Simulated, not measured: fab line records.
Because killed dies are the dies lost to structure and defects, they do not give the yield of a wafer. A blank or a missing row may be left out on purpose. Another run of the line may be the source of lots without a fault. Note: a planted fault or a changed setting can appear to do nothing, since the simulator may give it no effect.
Matching of chambers || flow sky130 || SKY_VIA1_ETCH_15 on rie diel-03: 3 sister chambers
The step etches SiO2 in C4F8/O2/Ar, stops on TiN, target depth 351 nm, time 54 s. 20 wafers are shown with their chamber, then 10 later ones without.

== WAFERS PAIRED WITH THEIR CHAMBERS ==
{"wafer": "L920.1", "chamber": 3, "oes product au (a.u.)": 0.981}
{"wafer": "L920.5", "chamber": 2, "oes product au (a.u.)": 0.980}
{"wafer": "L920.6", "chamber": 3, "oes product au (a.u.)": 0.980}
{"wafer": "L921.3", "chamber": 2, "oes product au (a.u.)": 0.979}
{"wafer": "L921.4", "chamber": 1, "oes product au (a.u.)": 0.985}
{"wafer": "L921.5", "chamber": 2, "oes product au (a.u.)": 0.987}
{"wafer": "L922.2", "chamber": 3, "oes product au (a.u.)": 0.973}
{"wafer": "L922.5", "chamber": 3, "oes product au (a.u.)": 0.980}
{"wafer": "L922.6", "chamber": 2, "oes product au (a.u.)": 0.979}
{"wafer": "L923.1", "chamber": 2, "oes product au (a.u.)": 0.983}
{"wafer": "L923.2", "chamber": 3, "oes product au (a.u.)": 0.972}
{"wafer": "L923.4", "chamber": 1, "oes product au (a.u.)": 0.980}
{"wafer": "L925.1", "chamber": 1, "oes product au (a.u.)": 0.987}
{"wafer": "L925.4", "chamber": 2, "oes product au (a.u.)": 0.985}
{"wafer": "L925.5", "chamber": 2, "oes product au (a.u.)": 0.986}
{"wafer": "L933.1", "chamber": 3, "oes product au (a.u.)": 0.989}
{"wafer": "L933.3", "chamber": 1, "oes product au (a.u.)": 0.992}
{"wafer": "L933.4", "chamber": 2, "oes product au (a.u.)": 0.987}
{"wafer": "L934.1", "chamber": 1, "oes product au (a.u.)": 0.976}
{"wafer": "L934.2", "chamber": 2, "oes product au (a.u.)": 0.977}

SIGNATURES (means of the wafers above)
{"reading": "oes product au", "chamber 1": 0.98400, "chamber 2": 0.98256, "chamber 3": 0.97917, "scatter within a chamber": 0.00523}
Rule: a wafer's distance from a chamber is the root of the sum, over the readings, of the square of ((its reading less the chamber's mean) divided by the reading's scatter). If the next closest chamber is less than 2 further off than the closest, the wafer can't be placed; otherwise it belongs to the closest. The scatter is the square root of a quotient: the sum, over the shown wafers, of each reading's squared deviation from its chamber's mean, divided by wafers minus chambers.

== WAFERS MISSING THEIR CHAMBER ==
{"wafer": "L934.3", "oes product au (a.u.)": 0.985}
{"wafer": "L939.1", "oes product au (a.u.)": 0.985}
{"wafer": "L939.3", "oes product au (a.u.)": 0.990}
{"wafer": "L939.4", "oes product au (a.u.)": 0.980}
{"wafer": "L940.1", "oes product au (a.u.)": 0.988}
{"wafer": "L940.3", "oes product au (a.u.)": 0.980}
{"wafer": "L940.6", "oes product au (a.u.)": 0.982}
{"wafer": "L942.2", "oes product au (a.u.)": 0.982}
{"wafer": "L942.3", "oes product au (a.u.)": 0.980}
{"wafer": "L942.6", "oes product au (a.u.)": 0.982}

== EACH ONE'S CHAMBER ==
{"wafer": "L934.3", "from the rows above": "can't be placed: 1 or 2 or 3", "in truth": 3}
{"wafer": "L939.1", "from the rows above": "can't be placed: 1 or 2 or 3", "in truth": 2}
{"wafer": "L939.3", "from the rows above": "can't be placed: 1 or 2 or 3", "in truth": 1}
{"wafer": "L939.4", "from the rows above": "can't be placed: 3 or 2 or 1", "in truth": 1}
{"wafer": "L940.1", "from the rows above": "can't be placed: 1 or 2 or 3", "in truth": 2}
{"wafer": "L940.3", "from the rows above": "can't be placed: 3 or 2 or 1", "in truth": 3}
{"wafer": "L940.6", "from the rows above": "can't be placed: 2 or 1 or 3", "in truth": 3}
{"wafer": "L942.2", "from the rows above": "can't be placed: 2 or 1 or 3", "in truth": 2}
{"wafer": "L942.3", "from the rows above": "can't be placed: 3 or 2 or 1", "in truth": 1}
{"wafer": "L942.6", "from the rows above": "can't be placed: 2 or 1 or 3", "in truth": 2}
Placed correctly: 0 of 10. Cannot be placed on the basis of these rows: 10; the candidates contain the true chamber in 10. Wrongly placed: 0.
